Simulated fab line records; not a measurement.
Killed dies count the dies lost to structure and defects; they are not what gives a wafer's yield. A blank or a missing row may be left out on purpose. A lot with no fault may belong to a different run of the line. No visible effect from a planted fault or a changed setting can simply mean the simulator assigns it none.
A lot that was struck, set against a sound lot / flow sky130 / 16 steps out of a route of 708
Sound: these wafers, L211.1, L211.2, L211.5. Wafers struck: L201.1, L201.4, L201.6. The cause comes at the end.
Per side, at each step with rows, come the tool, then ch with its chambers, and then its first start. Under that, the readings that differ: sound wafers / struck wafers / difference of the means / sigmas: that difference in standard deviations of wafers without a fault.
alike: words and numbers the same on both sides, and readings whose means are apart by under 2 such deviations; not compared: readings that were withheld, readings missing a value for some wafer, numbers with overlapping values and no deviation given by the record, and bounds like >300 which may hide the same value.
A row with sigmas, a row that says differs or no value, or rows on one side alone: a step with any of these is where the two part. Numbers that have no deviation but don't overlap get no sigmas and don't part them. A reading that every wafer of one side lacks parts them only if that side has two wafers or more.

first, 2 steps without rows for these wafers: SKY_METAL4_PEB_11; SKY_METAL4_DEVELOP_12 (develop time 60 s).
SKY_METAL4_CD_MEAS_13: target cd 300 nm.
  struck on cd sem-02, day 43 05:06; sound on cd sem-02, day 45 13:47
reading=cd nm (nm); sound=298.1 297.1 298.0; struck=301.9 302.2 302.1; difference=+4.3; sigmas=+3
SKY_METAL4_OVL_MEAS_14:
  struck on overlay-01, day 43 05:13; sound on overlay-02, day 45 13:54
  alike: METAL4_OVL
SKY_METAL4_DESCUM_15: chemistry O2, time 8 s.
  sound on rie metal-03 ch 0,1, day 45 13:56; struck on rie metal-03 ch 0,1, day 43 05:15
  alike: drypump motor current A, oes product au
  not compared: rf hours counter h
SKY_METAL4_ETCH_16: etches BARC in N2/H2, stops on SiO2, time 88.2 s, target depth 60 nm.
  sound on rie metal-03 ch 0,1, day 45 13:58; struck on rie metal-03 ch 0,1, day 43 05:17
  alike: drypump motor current A, oes product au, throttle valve pct
  not compared: rf hours counter h
SKY_METAL4_ETCH_17: etches SiO2 in C4F8/O2/Ar, stops on TiN, time 3.9 s, target depth 15 nm.
  sound on rie diel-04 ch 2,3, day 45 14:04; struck on rie diel-03 ch 0,2,3, day 43 05:23
  alike: oes product au
  not compared: rf hours counter h
then, 1 step without rows for these wafers: SKY_METAL4_METAL_ETCH_18 (etches the open film in Cl2/BCl3, stops on SiO2, target depth 845 nm, time 183.1 s).
SKY_METAL4_STRIP_19: strips in O2/N2.
  sound on plasma asher-01 ch 0,1, day 45 14:16; struck on plasma asher-01 ch 0,1, day 43 05:38
  alike: drypump motor current A, oes product au, strip time to endpoint s
  not compared: rf hours counter h
then, 3 steps without rows for these wafers: SKY_METAL4_STRIP_20 (strips in post etch residue remover, time 1200 s); SKY_METAL4_CLEAN_21 (cleans in IPA, time 180 s); SKY_METAL4_CLEAN_22 (cleans in O3/DIW).
SKY_VIA4_HDPCVD_00: deposits SiO2, target thk 1750 nm, time 291.7 s.
  sound on hdpcvd-01 ch 1,2, day 45 14:52; struck on hdpcvd-02 ch 0,1,2, day 43 06:14
reading=run length s (s); sound=318.6 319.1 319.2; struck=241.9 241.5 241.5; difference=-77.3; sigmas=-99 or more
reading=model.SiO2_of_VIA4_HDPCVD_00.thk nm (nm); sound=1744 1777 1729; struck=1289 1274 1269; difference=-473; sigmas=
  alike: pressure mtorr
SKY_VIA4_THK_MEAS_01:
  struck on film metro-04, day 43 06:25; sound on film metro-01, day 45 15:02
reading=VIA4_HDPCVD_THK (nm); sound=1745 1776 1730; struck=1288 1274 1270; difference=-473; sigmas=-25
SKY_VIA4_CMP_02: polishes SiO2.
  sound on cmp-02 ch 2,3, day 45 15:18; struck on cmp-01 ch 1,2, day 43 06:28
  alike: motor current A, platen rpm
-- the record jumps here: 4 days lie between the struck wafers' starts before and after (it left off in module VIA4 and takes up again in module PAD_OPEN, whose first step shown is number 708 of the route) --
SKY_PAD_OPEN_PROBE_99:
  struck on prober-01, day 46 23:42; sound on prober-01, day 49 04:00
reading=model.etest.tester.sort n pass; sound=404 401 416; struck=311 294 300; difference=-105; sigmas=
reading=model.etest.tester.sort yield pct (%); sound=82.11 81.5 84.55; struck=63.21 59.76 60.98; difference=-21.40; sigmas=
reading=model.etest.tester.sort_bin_3_pct (%); sound=0.813 1.016 0.4065; struck=17.07 20.93 22.56; difference=+19.44; sigmas=
reading=model.etest.met5 comb.leak log10 a um; sound=-12.17 -12.09 -11.88; struck=-7.969 -7.738 -7.592; difference=+4.280; sigmas=
reading=model.etest.tester.sort_bin_8_pct (%); sound=0 0 0; struck=0.0005783 2.232e-05 1.518e-08; difference=+0.0002002; sigmas=
  alike: defect limited yield, killed_at_M0_to_M3, killed_at_M4_up, killed at contacts, killed at front end, killed at other, killed dies, killed open, killed short

== WHERE THEY PART ==
Earliest at SKY_METAL4_CD_MEAS_13; latest, in this record, at SKY_VIA4_THK_MEAS_01. Later steps at which nothing parts them and some readings are alike: SKY_VIA4_CMP_02, SKY_PAD_OPEN_PROBE_99.

WHY: the cause the simulator had injected
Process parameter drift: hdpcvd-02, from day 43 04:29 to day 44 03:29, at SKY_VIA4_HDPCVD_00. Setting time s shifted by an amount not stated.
